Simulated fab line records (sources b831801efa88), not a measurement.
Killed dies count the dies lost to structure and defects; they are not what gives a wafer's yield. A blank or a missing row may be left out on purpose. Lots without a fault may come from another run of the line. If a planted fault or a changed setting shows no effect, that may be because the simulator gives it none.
A lot that was struck, set against a sound lot -- flow sky130 -- 15 steps out of a route of 708
Sound: these wafers, L738.2, L738.3, L738.5. Wafers struck: L754.2, L754.3, L754.6. At the end, the cause is stated.
Order at every step that has rows: each side's tool, ch and its chambers, its first start. Under that, the readings that differ: sound wafers -- struck wafers -- difference of the means -- sigmas: that difference in standard deviations of wafers without a fault.
alike: readings whose means differ by less than 2 such deviations, and words and numbers that are the same on both sides. not compared: withheld readings, readings that some wafer has no value for, bounds like >300 that may hide the same value, and numbers for which the record gives no deviation and whose values overlap.
A row with sigmas, a row that says differs or no value, or rows on one side alone: a step with any of these is where the two part. Non-overlapping numbers with no deviation appear without sigmas and do not part them. A reading that every wafer of one side lacks parts them only if that side has two wafers or more.

first, 8 steps without rows for these wafers: SKY_CONTACT_DEHYDRATE_06 (time 60 s); SKY_CONTACT_HMDS_07 (prime time 60 s); SKY_CONTACT_COAT_08 (resist thk 60 nm); SKY_CONTACT_COAT_09 (resist thk 450 nm); SKY_CONTACT_SOFTBAKE_10 (time 90 s); SKY_CONTACT_EXPOSE_11 (exposes mask CTM1, target cd 170 nm); SKY_CONTACT_PEB_12; SKY_CONTACT_DEVELOP_13 (develop time 60 s).
SKY_CONTACT_CD_MEAS_14: the cd target is 170 nm.
  sound: cd_sem-01 at day 31 10:22; struck: cd_sem-02 at day 37 04:40
  alike: cd_nm
SKY_CONTACT_OVL_MEAS_15:
  sound: overlay-02 at day 31 10:29; struck: overlay-02 at day 37 04:47
  alike: CONTACT_OVL
SKY_CONTACT_ETCH_16: etches BARC in N2/H2, stops on SiO2, time 45.9 s, target depth 60 nm.
  sound on rie_diel-01 ch 0,1,3, day 31 10:31; struck on rie_diel-04 ch 0,1,3, day 37 04:49
  alike: bias_w, drypump_motor_current_A, oes_product_au, rf_fwd_power_W, throttle_valve_pct
  not compared: rf_hours_counter_h
SKY_CONTACT_ETCH_17: etches SiO2 in C4F8/O2/Ar, stops on Si3N4, target depth 340 nm.
  sound on rie_diel-01 ch 0,1,3, day 31 10:33; struck on rie_diel-04 ch 0,1,3, day 37 04:51
  alike: bias_w, oes_product_au, rf_fwd_power_W
SKY_CONTACT_ETCH_18: etches Si3N4 in CHF3/O2, stops on TiN, time 39 s, target depth 75 nm.
  sound on rie_diel-01 ch 0,1,3, day 31 10:00; struck on rie_diel-04 ch 0,1,3, day 37 04:00
reading,sound,struck,difference,sigmas
model.KrF-thick_of_CONTACT_COAT_09.thk_nm (nm),246 243.9 240,259.1 258 259.3,+15.5,
  alike: bias_w, drypump_motor_current_A, oes_product_au, rf_fwd_power_W, throttle_valve_pct
  not compared: rf_hours_counter_h
SKY_CONTACT_STRIP_19: strips in O2/N2.
  sound on plasma_asher-03 ch 0, day 31 10:38; struck on plasma_asher-03 ch 0,1, day 37 04:56
reading,sound,struck,difference,sigmas
strip_time_to_endpoint_s (s),3.639 3.629 3.596,3.803 3.791 3.793,+0.174,+7
  alike: drypump_motor_current_A, o2_flow_sccm, oes_product_au
  not compared: rf_hours_counter_h
then, 1 step without rows for these wafers: SKY_CONTACT_STRIP_20 (strips in post etch residue remover, time 1200 s).

## WHERE THEY PART
At SKY_CONTACT_STRIP_19 and nowhere else, as far as this record goes.

WHY: what the simulator had put in
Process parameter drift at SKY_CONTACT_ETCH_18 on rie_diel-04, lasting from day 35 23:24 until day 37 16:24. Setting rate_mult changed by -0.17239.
